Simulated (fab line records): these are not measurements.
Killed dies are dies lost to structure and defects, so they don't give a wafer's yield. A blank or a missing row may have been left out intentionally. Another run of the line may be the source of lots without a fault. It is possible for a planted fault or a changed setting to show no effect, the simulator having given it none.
Matching of chambers -- flow gf180mcu -- 4 sister chambers for GF_V4_CMP_26 on cmp-01
The step polishes, stops on SiO2, t overpolish 15 s, target thk 0 nm. 8 wafers are shown with their chamber, then 7 later ones without.

WAFERS PAIRED WITH THEIR CHAMBERS
wafer,chamber,motorCurrentA (A),timeToEndpointS (s)
L453.5,1,12.6,87
L454.4,0,9.6,82
L454.6,3,11.9,87
L457.1,1,12.6,88
L457.2,2,9.8,86
L457.5,3,12.4,91
L460.1,2,9.9,88
L460.4,0,9.6,87

WAFERS MISSING THEIR CHAMBER
wafer,motorCurrentA (A),timeToEndpointS (s)
L460.6,9.6,84
L462.2,10.4,83
L462.4,9.4,85
L462.5,10.3,83
L473.1,12.9,86
L473.5,12.4,90
L473.6,9.6,85

WHICH CHAMBER EACH WENT THROUGH
wafer,from the rows above,in truth
L460.6,can't be placed: 0 or 2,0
L462.2,can't be placed: 2 or 0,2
L462.4,can't be placed: 0 or 2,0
L462.5,can't be placed: 2 or 0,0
L473.1,1,1
L473.5,can't be placed: 3 or 1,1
L473.6,can't be placed: 0 or 2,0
1 of 7 placed correctly. These rows do not allow placing 6 (true chamber among the candidates in 6). Number placed wrongly: 0.
How it was worked out, from the rows above alone: a wafer's distance from a chamber is the root of the sum, over the readings, of the square of ((its reading less the chamber's mean) divided by the reading's scatter). If the next closest chamber is less than 2 further off than the closest, the wafer can't be placed; otherwise it belongs to the closest. A chamber's mean is the mean of its shown wafers. The scatter is the square root of a quotient: the sum, over the shown wafers, of each reading's squared deviation from its chamber's mean, divided by wafers minus chambers.
